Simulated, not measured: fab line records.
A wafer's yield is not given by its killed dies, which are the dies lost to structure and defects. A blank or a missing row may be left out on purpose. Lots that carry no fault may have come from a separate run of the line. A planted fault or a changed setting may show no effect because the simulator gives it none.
A struck lot beside a sound one || flow sky130 || 22 steps out of a route of 708
Sound: these wafers, L714.3, L714.4, L714.5. Wafers struck: L729.1, L729.2, L729.5. Last of all comes the cause.
At each step with rows: each side's tool, then ch and its chambers, then its first start. Under that, the readings that differ: sound wafers || struck wafers || difference of the means || sigmas: that difference in standard deviations of wafers without a fault.
alike: same words and numbers on both sides, and readings whose means sit less than 2 such deviations apart. not compared: any withheld reading, any reading some wafer has no value for, any bound like >300 that may hide the same value, and any number with overlapping values for which the record gives no deviation.
A row with sigmas, a row that says differs or no value, or rows on one side alone: a step with any of these is where the two part. Numbers that don't overlap but have no deviation are shown without sigmas and don't part them. Lack of a reading on every wafer of one side parts them only where that side has two or more wafers.

SKY_POLY_GATE_THK_MEAS_21:
  sound on film metro-02, day 18 12:21; struck on film metro-02, day 23 20:44
  alike: POLY_GATE_OXIDATION_THK
SKY_POLY_GATE_CD_MEAS_22:
  sound on cd sem-02, day 18 12:33; struck on cd sem-02, day 23 20:47
  alike: cd nm
then, 7 steps without rows for these wafers: SKY_LDD_N_DEHYDRATE_00 (time 60 s); SKY_LDD_N_HMDS_01 (prime time 60 s); SKY_LDD_N_COAT_02 (resist thk 300 nm); SKY_LDD_N_SOFTBAKE_03 (time 60 s); SKY_LDD_N_EXPOSE_04 (exposes mask NTM, target cd 840 nm); SKY_LDD_N_PEB_05; SKY_LDD_N_DEVELOP_06 (develop time 60 s).
SKY_LDD_N_OVL_MEAS_07:
  sound on overlay-01, day 19 19:39; struck on overlay-02, day 25 02:43
  alike: LDD_N_OVL
then, 2 steps without rows for these wafers: SKY_LDD_N_IMPLANT_08; SKY_LDD_N_IMPLANT_09.
SKY_LDD_N_IMPLANT_10:
  sound on implanter-02 ch 0, day 19 20:01; struck on implanter-02 ch 0, day 25 03:22
then, 5 steps without rows for these wafers: SKY_LDD_N_IMPLANT_11; SKY_LDD_N_IMPLANT_12; SKY_LDD_N_IMPLANT_13; SKY_LDD_N_IMPLANT_14; SKY_LDD_N_IMPLANT_15.
SKY_LDD_N_STRIP_16: strips in O2/N2.
  sound on plasma asher-02 ch 0,1, day 19 20:54; struck on plasma asher-04 ch 0,1, day 25 04:16
{"reading": "strip time to endpoint s (s)", "sound": "4.301 4.313 4.310", "struck": "4.521 4.536 4.520", "difference": "+0.218", "sigmas": "+15"}
  alike: drypump motor current A, oes product au
  not compared: rf hours counter h
SKY_LDD_N_TW_MEAS_17:
  sound on film metro-03, day 19 20:59; struck on film metro-03, day 25 04:22
{"reading": "LDD_N_TW", "sound": "2577 2574 2577", "struck": "2689 2687 2692", "difference": "+113", "sigmas": "+3"}
then, 1 step without rows for these wafers: SKY_LDD_P_DEHYDRATE_00 (time 60 s).
-- here the record skips 25 days between the struck wafers' starts before and after, leaving off in module LDD_P and picking up in module PAD_OPEN (first step shown: number 708 of the route) --
SKY_PAD_OPEN_PROBE_99:
  sound on prober-01, day 47 07:23; struck on prober-01, day 50 13:11
{"reading": "model.etest.tip n.rs ohm sq", "sound": "441.6 440.8 439.4", "struck": "382.3 381.9 383.7", "difference": -58.0, "sigmas": ""}
{"reading": "model.etest.nfet_01v8_swapped.vt sat v (V)", "sound": "0.6479 0.6516 0.6574", "struck": "0.6379 0.6367 0.6359", "difference": -0.0155, "sigmas": ""}
{"reading": "model.etest.nfet_01v8_turned.vt sat v (V)", "sound": "0.6496 0.6498 0.6558", "struck": "0.6404 0.6416 0.644", "difference": -0.0097, "sigmas": ""}
  alike: killed_at_M0_to_M3, killed_at_M4_up, killed at contacts, killed at front end, killed at other, killed dies, killed on rim, killed open, killed short

## WHERE THEY PART
Last at SKY_LDD_N_TW_MEAS_17 as far as this record goes, first at SKY_LDD_N_STRIP_16. Later steps at which nothing parts them and some readings are alike: SKY_PAD_OPEN_PROBE_99.

WHY: whatever the simulator had introduced
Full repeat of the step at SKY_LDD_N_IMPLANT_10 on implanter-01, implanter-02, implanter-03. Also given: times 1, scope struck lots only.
